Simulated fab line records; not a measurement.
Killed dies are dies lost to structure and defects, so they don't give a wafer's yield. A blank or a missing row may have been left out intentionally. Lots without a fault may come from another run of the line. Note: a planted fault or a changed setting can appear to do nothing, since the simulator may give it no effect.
The tool behind it: which one? :: flow gf180mcu :: at 1 step of a route of 602, 12 lots with 36 wafers sampled

WHAT EACH GAUGE READ, for each wafer
GF_V1_THK_MEAS_03.
lot: L075
measured: day 16 23:20
on: film_metro-03
V1_CVD_02_THK (nm): 855 875 874

lot: L077
measured: day 18 00:29
on: film_metro-02
V1_CVD_02_THK (nm): 852 855 861

lot: L079
measured: day 18 10:22
on: film_metro-03
V1_CVD_02_THK (nm): 849 829 868

lot: L081
measured: day 19 10:39
on: film_metro-04
V1_CVD_02_THK (nm): 846 857 857

lot: L083
measured: day 20 20:37
on: film_metro-03
V1_CVD_02_THK (nm): 837 851 867

lot: L085
measured: day 21 20:37
on: film_metro-02
V1_CVD_02_THK (nm): 853 849 850

lot: L087
measured: day 22 11:53
on: film_metro-03
V1_CVD_02_THK (nm): 840 831 857

lot: L090
measured: day 23 08:11
on: film_metro-03
V1_CVD_02_THK (nm): 844 844 860

lot: L092
measured: day 24 01:44
on: film_metro-02
V1_CVD_02_THK (nm): 852 831 841

lot: L093
measured: day 24 10:41
on: film_metro-04
V1_CVD_02_THK (nm): 832 836 852

lot: L096
measured: day 24 21:50
on: film_metro-03
V1_CVD_02_THK (nm): 836 847 848

lot: L097
measured: day 25 13:26
on: film_metro-03
V1_CVD_02_THK (nm): 844 847 841

WHICH TOOL RAN EACH LOT (tool, then ch and the chambers of the sampled wafers, then the start)
The record shows no process step preceding these readings.

THE ANSWER, worked out from the rows above alone
Rule: what is usual is taken from the lots themselves. Put in order of their means at a reading, lots are off if they are a third of the lots or fewer, leave a main group of 4 or more, and stand apart from it by a gap of 3 or more times the standard deviation of the main group's means; of several such gaps the widest counts. A main group is skipped when, at the precision printed for the reading in the tables above, its means are all equal. Also off: a lot with no number at a reading for which 4 or more lots have one. The other lots that the step has rows for count as sound.
Nothing can be told from this: no lot is off at any reading shown.

WHAT THE SIMULATOR PUT IN
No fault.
